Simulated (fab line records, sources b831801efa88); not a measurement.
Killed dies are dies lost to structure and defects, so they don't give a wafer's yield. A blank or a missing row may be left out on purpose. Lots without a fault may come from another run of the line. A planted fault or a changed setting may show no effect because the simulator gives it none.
fab line records | flow gf180mcu | part 1 of 2: steps 1 to 30 of 39
record lots=5 wafers=15 last_day=33
route steps=602 shown HV_LDD@226 NSD@235 PSD@248 SAB@264
lots that met no fault: from a run of the same line without faults
start_h: hours from the record's first day to the start of the lot's first wafer shown | wait_h: hours since the lot's step before | " the same as in the row above | L1.1+2: a row that stands for several wafers | - no value, or no start given | * or withheld: withheld | < > ~ a bound
route shown NAME@n: a module of which the file shows steps, and the number in the route of the first | usual: mean/standard deviation of fault-free wafers | same: alike in all rows | chamber/n: place in a boat | sites: the reading at each site | _std_site: their standard deviation | _edge_site: outer sites' mean less inner sites' | radius_mm: how far each site lies from the wafer's centre | mask NAME#n: copy n | behind: the tool/chamber that last shaped the wafer | hold: why the lot was held/for how many hours/how that ended | device: the transistor (n, p or np) that didn't switch | end of line: the same wafers' tests at the end of the route | a step without rows: its recipe alone | killed: dies lost to structure and defects at the first sort, not the wafer's yield | map: a wafer's dies, x killed, . not, _ none there
set.NAME: the setting as run; set.NAME@STEP: as run at that earlier step | model.NAME: the simulator's own value behind a step, which no gauge read
lots at some steps of the route; a table a step, a row a wafer
services: from which hour (start_h, from the record's first day; less than 0 if before it) a tool's chamber was out of use, for how many hours, and why
## steps
# step GF_HV_LDD_TW_MEAS_50
# usual HV_LDD_4_TW=567/5.8
# columns lot.wafer tool chamber start_h wait_h HV_LDD_4_TW
L077.2 film_metro-03 - 295.72 0.1 563
L077.4 " - " " 561
L077.6 " - " " 563
L081.3 film_metro-03 - 326.38 0.1 565
L081.4 " - " " 566
L081.5 " - " " 566
L090.3 film_metro-02 - 395.84 0.1 565
L090.5 " - " " 561
L090.6 " - " " 562
L091.2 film_metro-03 - 405.42 0.1 566
L091.3 " - " " 565
L091.6 " - " " 565
L093.1 film_metro-04 - 422.56 0.1 575
L093.2 " - " " 577
L093.5 " - " " 577
# step GF_HV_LDD_CLEAN_51
# recipe chemistry=SC1/SC2 mix=1:4:20 temp_c=70 time_s=150 dry=n2_spin
# usual bath_guard_temp_C=69.9/0.38
# columns lot.wafer tool chamber start_h wait_h bath_guard_temp_C
L077.2 wet_bench-01 1 295.77 0.0 69.7
L077.4 " 1 " " 69.8
L077.6 " 1 " " 69.7
L081.3 wet_bench-01 3 326.42 0.0 69.8
L081.4 " 3 " " 69.6
L081.5 " 3 " " 69.6
L090.3 wet_bench-02 1 395.88 0.0 69.6
L090.5 " 1 " " 69.5
L090.6 " 1 " " 69.8
L091.2 wet_bench-02 0 405.47 0.0 69.5
L091.3 " 0 " " 69.5
L091.6 " 0 " " 69.5
L093.1 wet_bench-04 0 422.62 0.1 69.8
L093.2 " 0 " " 69.8
L093.5 " 0 " " 69.6
# step GF_HV_LDD_RTA_52
# recipe temp_c=1000 time_s=10 ambient=N2
# usual lamp_power_pct=37/3.5 wafer_temp_C_max=1005.6/1.4
# columns lot.wafer tool chamber start_h wait_h lamp_power_pct wafer_temp_C_max
L077.2 rtp_anneal-01 0 295.85 0.0 40 1005.1
L077.4 " 0 " " 40 1007.2
L077.6 " 0 " " 40 1006.4
L081.3 rtp_anneal-01 0 326.50 0.0 40 1005.9
L081.4 " 0 " " 40 1005.6
L081.5 " 0 " " 40 1006.9
L090.3 rtp_anneal-02 0 395.95 0.0 33 1004.4
L090.5 " 0 " " 33 1004.9
L090.6 " 0 " " 33 1007.1
L091.2 rtp_anneal-01 0 405.54 0.0 40 1005.4
L091.3 " 0 " " 40 1006.2
L091.6 " 0 " " 40 1006.7
L093.1 rtp_anneal-02 0 422.67 0.0 33 1002.7
L093.2 " 0 " " 33 1003.5
L093.5 " 0 " " 33 1004.8
# step GF_HV_LDD_RS_MEAS_53
# recipe thk_meas_gauge=four-point-probe
# usual HV_LDD_RS=418.4/0.89
# columns lot.wafer tool chamber start_h wait_h HV_LDD_RS[ohm/sq]
L077.2 film_metro-04 - 295.95 0.1 418.4
L077.4 " - " " 418.2
L077.6 " - " " 417.8
L081.3 film_metro-03 - 326.58 0.1 418.8
L081.4 " - " " 418.3
L081.5 " - " " 418.7
L090.3 film_metro-04 - 396.04 0.1 420.4
L090.5 " - " " 419.1
L090.6 " - " " 419.9
L091.2 film_metro-03 - 405.61 0.1 419.1
L091.3 " - " " 418.4
L091.6 " - " " 419.5
L093.1 film_metro-04 - 422.74 0.1 420.3
L093.2 " - " " 419.1
L093.5 " - " " 418.5
# step GF_HV_LDD_CVD_54
# recipe material=SiO2 target_thk_nm=10 precursor=TEOS temp_c=680 time_s=75 pressure_mtorr=400
# usual spike_tc_lower_C=679.8/1.4 zone_power_bottom_pct=17.0/2.2 zone_power_centre_pct=10.2/0.9
# columns lot.wafer tool chamber start_h wait_h spike_tc_lower_C zone_power_bottom_pct zone_power_centre_pct
L077.2 lpcvd-02 1 296.05 0.1 678.9 19.3 9.1
L077.4 " 1 " " 680.4 19.1 9.1
L077.6 " 1 " " 679.0 19.0 9.1
L081.3 lpcvd-02 1 327.75 1.2 681.4 19.1 9.1
L081.4 " 1 " " 682.7 18.9 9.0
L081.5 " 1 " " 680.2 19.0 8.9
L090.3 lpcvd-01 0 396.12 0.1 679.0 19.3 9.6
L090.5 " 0 " " 678.8 19.0 9.5
L090.6 " 0 " " 678.3 19.1 9.5
L091.2 lpcvd-02 0 405.71 0.1 679.4 15.4 10.9
L091.3 " 0 " " 681.4 15.6 10.9
L091.6 " 0 " " 679.0 15.4 11.1
L093.1 lpcvd-02 0 422.86 0.1 679.7 15.6 11.1
L093.2 " 0 " " 679.6 15.4 10.9
L093.5 " 0 " " 681.9 15.3 10.9
# step GF_HV_LDD_THK_MEAS_55
# recipe reads=SiO2_of_HV_LDD_CVD_54
# usual HV_LDD_CVD_54_THK=9.98/0.13
# columns lot.wafer tool chamber start_h wait_h HV_LDD_CVD_54_THK[nm]
L077.2 film_metro-03 - 297.08 0.0 10.19
L077.4 " - " " 10.12
L077.6 " - " " 10.03
L081.3 film_metro-02 - 329.31 0.0 10.12
L081.4 " - " " 10.19
L081.5 " - " " 9.85
L090.3 film_metro-03 - 397.16 0.0 9.99
L090.5 " - " " 10.11
L090.6 " - " " 10.18
L091.2 film_metro-04 - 406.74 0.0 9.71
L091.3 " - " " 9.75
L091.6 " - " " 9.70
L093.1 film_metro-04 - 423.88 0.0 9.99
L093.2 " - " " 10.03
L093.5 " - " " 10.02
# step GF_HV_LDD_CVD_56
# recipe material=Si3N4 precursor=DCS/NH3 target_thk_nm=90 temp_c=770 time_s=1543 pressure_mtorr=250
# usual spike_tc_lower_C=769.9/1.3 zone_power_bottom_pct=22.4/2.6 zone_power_centre_pct=12.6/1.1
# columns lot.wafer tool chamber start_h wait_h spike_tc_lower_C zone_power_bottom_pct zone_power_centre_pct
L077.2 lpcvd-02 0 299.06 2.0 770.0 19.9 13.9
L077.4 " 0 " " 771.9 19.9 13.3
L077.6 " 0 " " 769.7 19.8 13.6
L081.3 lpcvd-02 0 329.35 0.0 769.5 20.0 13.7
L081.4 " 0 " " 772.0 19.8 13.7
L081.5 " 0 " " 769.9 20.1 14.1
L090.3 lpcvd-02 0 397.20 0.0 769.7 20.1 13.8
L090.5 " 0 " " 770.9 19.8 13.8
L090.6 " 0 " " 771.6 19.8 14.0
L091.2 lpcvd-02 0 406.79 0.0 770.8 20.4 13.8
L091.3 " 0 " " 770.5 20.1 13.9
L091.6 " 0 " " 770.3 19.9 13.7
L093.1 lpcvd-02 1 423.94 0.1 770.4 24.2 11.5
L093.2 " 1 " " 770.1 23.8 11.5
L093.5 " 1 " " 771.7 24.1 11.5
# step GF_HV_LDD_THK_MEAS_57
# recipe reads=Si3N4_of_HV_LDD_CVD_56
# usual HV_LDD_CVD_56_THK=90.3/0.73
# columns lot.wafer tool chamber start_h wait_h HV_LDD_CVD_56_THK[nm]
L077.2 film_metro-04 - 300.50 0.0 89.9
L077.4 " - " " 89.8
L077.6 " - " " 89.8
L081.3 film_metro-03 - 331.51 0.0 89.7
L081.4 " - " " 89.9
L081.5 " - " " 90.1
L090.3 film_metro-02 - 398.65 0.0 88.8
L090.5 " - " " 88.7
L090.6 " - " " 88.8
L091.2 film_metro-03 - 408.23 0.0 90.0
L091.3 " - " " 90.9
L091.6 " - " " 89.7
L093.1 film_metro-02 - 425.37 0.0 89.9
L093.2 " - " " 89.8
L093.5 " - " " 89.3
# step GF_HV_LDD_ETCHBACK_58
# recipe chemistry=CH3F/O2 target=Si3N4 stop_on=SiO2 source_w=400 bias_w=80 pressure_mtorr=25 ch3f_flow_sccm=40 O2_flow_sccm=30 time_s=100 target_depth_a=900
# usual drypump_motor_current_A=5.7/0.37 oes_product_au=0.844/0.0057 throttle_valve_pct=10.561/0.0087
# columns lot.wafer tool chamber start_h wait_h drypump_motor_current_A oes_product_au rf_hours_counter_h throttle_valve_pct
L077.2 rie_diel-03 1 300.55 0.0 5.5 0.842 58 10.571
L077.4 " 2 " " 6.0 0.844 - 10.584
L077.6 " 1 " " 5.5 0.838 - 10.564
L081.3 rie_diel-01 1 331.55 0.0 5.5 0.844 43 10.567
L081.4 " 2 " " 5.9 0.837 5 10.551
L081.5 " 1 " " 5.5 0.845 - 10.554
L090.3 rie_diel-01 1 398.69 0.0 5.5 0.836 46 10.571
L090.5 " 2 " " 5.8 0.833 - 10.555
L090.6 " 3 " " 6.1 0.831 - 10.569
L091.2 rie_diel-02 0 408.28 0.0 6.3 0.843 3 10.541
L091.3 " 3 " " 5.7 0.842 7 10.553
L091.6 " 1 " " 5.7 0.849 - 10.556
L093.1 rie_diel-03 0 425.43 0.1 5.9 0.842 47 10.567
L093.2 " 1 " " 5.5 0.841 60 10.558
L093.5 " 3 " " 5.8 0.832 - 10.570
# step GF_NSD_DEHYDRATE_00
# recipe temp_c=200 time_s=60
# columns lot.wafer tool chamber start_h wait_h
L077.2+4+6 litho_track-04 0 309.99 9.4
L081.3+4+5 litho_track-02 0 341.47 9.9
L090.3+5+6 litho_track-04 0 409.81 11.1
L091.2+3+6 litho_track-01 0 419.98 11.7
L093.1+2+5 litho_track-04 0 436.91 11.4
# step GF_NSD_HMDS_01
# recipe prime_time_s=60 prime_temp_c=120
# columns lot.wafer tool chamber start_h wait_h
L077.2+4+6 litho_track-04 0 310.14 0.1
L081.3+4+5 litho_track-02 0 341.62 0.1
L090.3+5+6 litho_track-04 0 409.96 0.1
L091.2+3+6 litho_track-01 0 420.13 0.1
L093.1+2+5 litho_track-04 0 437.06 0.1
# step GF_NSD_COAT_02
# recipe resist=NOVOLAK spin_rpm=3000 resist_thk_nm=1000
# columns lot.wafer tool chamber start_h wait_h
L077.2+4+6 litho_track-04 0 310.29 0.1
L081.3+4+5 litho_track-02 0 341.77 0.1
L090.3+5+6 litho_track-04 0 410.11 0.1
L091.2+3+6 litho_track-01 0 420.28 0.1
L093.1+2+5 litho_track-04 0 437.21 0.1
# step GF_NSD_SOFTBAKE_03
# recipe temp_c=90 time_s=60 resist=NOVOLAK
# columns lot.wafer tool chamber start_h wait_h
L077.2+4+6 litho_track-04 0 310.44 0.1
L081.3+4+5 litho_track-02 0 341.92 0.1
L090.3+5+6 litho_track-04 0 410.26 0.1
L091.2+3+6 litho_track-01 0 420.43 0.1
L093.1+2+5 litho_track-04 0 437.36 0.1
# step GF_NSD_EXPOSE_04
# recipe mask_id=Nplus target_cd_nm=400 na=0.6 source_shape=conventional sigma_outer=0.6 dose_mj=140
# same na=0.6
# columns lot.wafer tool chamber start_h wait_h mask
L077.2+4+6 iline_stepper-01 0 - - Nplus#0
L081.3+4+5 iline_stepper-01 0 - - Nplus#0
L090.3+5+6 iline_stepper-01 0 - - Nplus#0
L091.2+3+6 iline_stepper-02 0 - - Nplus#0
L093.1+2+5 iline_stepper-02 0 - - Nplus#0
# step GF_NSD_PEB_05
# recipe temp_c=withheld time_s=* resist=NOVOLAK
# columns lot.wafer tool chamber start_h wait_h
L077.2+4+6 litho_track-01 0 - -
L081.3+4+5 litho_track-04 0 - -
L090.3+5+6 litho_track-02 0 - -
L091.2+3+6 litho_track-04 0 - -
L093.1+2+5 litho_track-04 0 - -
# step GF_NSD_DEVELOP_06
# recipe develop_time_s=60 dev_temp_c=23
# columns lot.wafer tool chamber start_h wait_h
L077.2+4+6 litho_track-01 0 320.78 0.1
L081.3+4+5 litho_track-04 0 352.07 0.1
L090.3+5+6 litho_track-02 0 422.47 0.1
L091.2+3+6 litho_track-04 0 432.14 0.1
L093.1+2+5 litho_track-04 0 449.61 0.1
# step GF_NSD_CD_MEAS_07
# recipe target_cd_nm=400
# usual cd_nm=400.5/2.6
# columns lot.wafer tool chamber start_h wait_h cd_nm
L077.2 cd_sem-02 - 320.92 0.1 398.1
L077.4 " - " " 400.5
L077.6 " - " " 398.1
L081.3 cd_sem-01 - 352.21 0.1 397.1
L081.4 " - " " 397.4
L081.5 " - " " 398.3
L090.3 cd_sem-02 - 422.61 0.1 403.7
L090.5 " - " " 401.7
L090.6 " - " " 403.5
L091.2 cd_sem-01 - 432.28 0.1 405.6
L091.3 " - " " 406.2
L091.6 " - " " 405.3
L093.1 cd_sem-01 - 449.76 0.1 403.1
L093.2 " - " " 402.5
L093.5 " - " " 402.4
# step GF_NSD_OVL_MEAS_08
# usual NSD_OVL=-2.0/1.3
# columns lot.wafer tool chamber start_h wait_h NSD_OVL[nm]
L077.2 overlay-01 - 321.03 0.1 -0.8
L077.4 " - " " -0.4
L077.6 " - " " -1.1
L081.3 overlay-02 - 352.30 0.1 -2.3
L081.4 " - " " -1.5
L081.5 " - " " 0.0
L090.3 overlay-02 - 422.70 0.1 -0.5
L090.5 " - " " -1.6
L090.6 " - " " -0.7
L091.2 overlay-02 - 432.39 0.1 -0.5
L091.3 " - " " -0.2
L091.6 " - " " -0.4
L093.1 overlay-01 - 449.88 0.1 -0.9
L093.2 " - " " -0.5
L093.5 " - " " -0.5
# step GF_NSD_IMPLANT_09
# recipe species=As energy_kev=60 dose_cm2=4e+15 tilt_deg=7
# usual end_station_pressure_torr=1.25e-05/7.2e-07 faraday_current_uA=11266/400
# same implant_ion_amu=75
# columns lot.wafer tool chamber start_h wait_h end_station_pressure_torr faraday_current_uA
L077.2 implanter-03 0 321.09 0.0 1.28e-05 11350
L077.4 " 0 " " 1.16e-05 11689
L077.6 " 0 " " 1.27e-05 11733
L081.3 implanter-04 0 352.37 0.1 1.13e-05 10045
L081.4 " 0 " " 1.22e-05 10324
L081.5 " 0 " " 1.09e-05 10548
L090.3 implanter-03 0 422.77 0.1 1.29e-05 11354
L090.5 " 0 " " 1.23e-05 11489
L090.6 " 0 " " 1.21e-05 11407
L091.2 implanter-01 0 432.45 0.0 1.15e-05 11103
L091.3 " 0 " " 1.34e-05 11442
L091.6 " 0 " " 1.2e-05 11220
L093.1 implanter-01 0 449.92 0.0 1.24e-05 11465
L093.2 " 0 " " 1.23e-05 10990
L093.5 " 0 " " 1.21e-05 11404
# step GF_NSD_IMPLANT_10
# recipe species=P energy_kev=40 dose_cm2=5e+14 tilt_deg=7
# usual end_station_pressure_torr=7.3e-06/3.3e-07 faraday_current_uA=2787/54
# same implant_ion_amu=31
# columns lot.wafer tool chamber start_h wait_h end_station_pressure_torr faraday_current_uA
L077.2 implanter-03 0 321.24 0.1 7.5e-06 2753
L077.4 " 0 " " 7.4e-06 2784
L077.6 " 0 " " 7.1e-06 2758
L081.3 implanter-04 0 352.52 0.1 7.3e-06 2717
L081.4 " 0 " " 7.3e-06 2868
L081.5 " 0 " " 7.1e-06 2732
L090.3 implanter-03 0 422.92 0.1 7.5e-06 2751
L090.5 " 0 " " 7e-06 2881
L090.6 " 0 " " 7.7e-06 2845
L091.2 implanter-01 0 432.60 0.1 7.6e-06 2783
L091.3 " 0 " " 7.3e-06 2791
L091.6 " 0 " " 7e-06 2792
L093.1 implanter-01 0 450.07 0.1 7.5e-06 2815
L093.2 " 0 " " 7.9e-06 2881
L093.5 " 0 " " 7e-06 2740
# step GF_NSD_STRIP_11
# recipe chemistry=O2/N2 power_w=1400 pressure_mtorr=1500 platen_temp_c=250 o2_flow_sccm=3000 n2_flow_sccm=300 overash_fraction=0.5
# usual drypump_motor_current_A=5.7/0.39 heater_power_w=342/31 o2_flow_sccm=3000/7.9 oes_product_au=0.487/0.0041 strip_time_to_endpoint_s=22.96/0.038
# same overash_fraction=0.5
# columns lot.wafer tool chamber start_h wait_h drypump_motor_current_A heater_power_w o2_flow_sccm oes_product_au rf_hours_counter_h strip_time_to_endpoint_s
L077.2 plasma_asher-03 0 321.36 0.1 5.3 398 3013 0.481 22 22.98
L077.4 " 0 " " 5.3 395 3009 0.484 - 22.98
L077.6 " 0 " " 5.3 387 2999 0.490 - 22.98
L081.3 plasma_asher-02 0 352.65 0.1 6.0 323 2985 0.487 - 22.94
L081.4 " 1 " " 5.6 333 3018 0.483 - 22.95
L081.5 " 1 " " 5.6 334 3019 0.488 - 22.98
L090.3 plasma_asher-04 0 423.06 0.1 6.6 331 3008 0.486 - 22.97
L090.5 " 1 " " 5.3 304 3010 0.485 - 22.93
L090.6 " 0 " " 6.5 319 3001 0.483 - 22.98
L091.2 plasma_asher-04 0 432.72 0.1 6.5 330 2999 0.490 84 22.95
L091.3 " 1 " " 5.3 294 2988 0.493 - 22.95
L091.6 " 1 " " 5.2 307 3007 0.486 - 22.90
L093.1 plasma_asher-03 0 450.22 0.1 5.3 386 2998 0.477 36 22.99
L093.2 " 1 " " 5.7 369 2995 0.487 36 23.03
L093.5 " 1 " " 5.7 368 3000 0.479 - 23.02
# step GF_NSD_TW_MEAS_12
# usual NSD_TW=4237/43
# columns lot.wafer tool chamber start_h wait_h NSD_TW
L077.2 film_metro-02 - 321.47 0.1 4207
L077.4 " - " " 4202
L077.6 " - " " 4197
L081.3 film_metro-02 - 352.74 0.1 4193
L081.4 " - " " 4214
L081.5 " - " " 4216
L090.3 film_metro-02 - 423.14 0.1 4217
L090.5 " - " " 4186
L090.6 " - " " 4217
L091.2 film_metro-01 - 432.83 0.1 4288
L091.3 " - " " 4291
L091.6 " - " " 4280
L093.1 film_metro-02 - 450.32 0.1 4192
L093.2 " - " " 4178
L093.5 " - " " 4195
# step GF_PSD_DEHYDRATE_00
# recipe temp_c=200 time_s=60
# columns lot.wafer tool chamber start_h wait_h
L077.2+4+6 litho_track-02 0 331.09 9.6
L081.3+4+5 litho_track-02 0 361.77 9.0
L090.3+5+6 litho_track-03 0 434.36 11.2
L091.2+3+6 litho_track-01 0 444.53 11.7
L093.1+2+5 litho_track-03 0 462.01 11.7
# step GF_PSD_HMDS_01
# recipe prime_time_s=60 prime_temp_c=120
# columns lot.wafer tool chamber start_h wait_h
L077.2+4+6 litho_track-02 0 331.24 0.1
L081.3+4+5 litho_track-02 0 361.92 0.1
L090.3+5+6 litho_track-03 0 434.51 0.1
L091.2+3+6 litho_track-01 0 444.68 0.1
L093.1+2+5 litho_track-03 0 462.16 0.1
# step GF_PSD_COAT_02
# recipe resist=NOVOLAK spin_rpm=3000 resist_thk_nm=1000
# columns lot.wafer tool chamber start_h wait_h
L077.2+4+6 litho_track-02 0 331.39 0.1
L081.3+4+5 litho_track-02 0 362.07 0.1
L090.3+5+6 litho_track-03 0 434.66 0.1
L091.2+3+6 litho_track-01 0 444.83 0.1
L093.1+2+5 litho_track-03 0 462.31 0.1
# step GF_PSD_SOFTBAKE_03
# recipe temp_c=90 time_s=60 resist=NOVOLAK
# columns lot.wafer tool chamber start_h wait_h
L077.2+4+6 litho_track-02 0 331.54 0.1
L081.3+4+5 litho_track-02 0 362.22 0.1
L090.3+5+6 litho_track-03 0 434.81 0.1
L091.2+3+6 litho_track-01 0 444.98 0.1
L093.1+2+5 litho_track-03 0 462.46 0.1
# step GF_PSD_EXPOSE_04
# recipe mask_id=Pplus target_cd_nm=400 na=0.6 source_shape=conventional sigma_outer=0.6 dose_mj=140
# same na=0.6
# columns lot.wafer tool chamber start_h wait_h mask
L077.2+4+6 iline_stepper-01 0 - - Pplus#0
L081.3+4+5 iline_stepper-02 0 - - Pplus#0
L090.3+5+6 iline_stepper-01 0 - - Pplus#0
L091.2+3+6 iline_stepper-02 0 - - Pplus#0
L093.1+2+5 iline_stepper-01 0 - - Pplus#0
# step GF_PSD_PEB_05
# recipe temp_c=withheld time_s=* resist=NOVOLAK
# columns lot.wafer tool chamber start_h wait_h
L077.2+4+6 litho_track-03 0 - -
L081.3+4+5 litho_track-02 0 - -
L090.3+5+6 litho_track-03 0 - -
L091.2+3+6 litho_track-01 0 - -
L093.1+2+5 litho_track-01 0 - -
# step GF_PSD_DEVELOP_06
# recipe develop_time_s=60 dev_temp_c=23
# columns lot.wafer tool chamber start_h wait_h
L077.2+4+6 litho_track-03 0 342.18 0.1
L081.3+4+5 litho_track-02 0 373.77 0.1
L090.3+5+6 litho_track-03 0 447.26 0.1
L091.2+3+6 litho_track-01 0 457.28 0.1
L093.1+2+5 litho_track-01 0 474.85 0.1
# step GF_PSD_CD_MEAS_07
# recipe target_cd_nm=400
# usual cd_nm=400.4/2.3
# columns lot.wafer tool chamber start_h wait_h cd_nm
L077.2 cd_sem-01 - 342.33 0.1 401.2
L077.4 " - " " 402.5
L077.6 " - " " 401.8
L081.3 cd_sem-01 - 373.91 0.1 401.2
L081.4 " - " " 400.0
L081.5 " - " " 401.3
L090.3 cd_sem-02 - 447.40 0.1 399.4
L090.5 " - " " 399.8
L090.6 " - " " 399.6
L091.2 cd_sem-01 - 457.42 0.1 402.5
L091.3 " - " " 401.1
L091.6 " - " " 401.3
L093.1 cd_sem-02 - 475.00 0.1 401.5
L093.2 " - " " 399.7
L093.5 " - " " 401.7
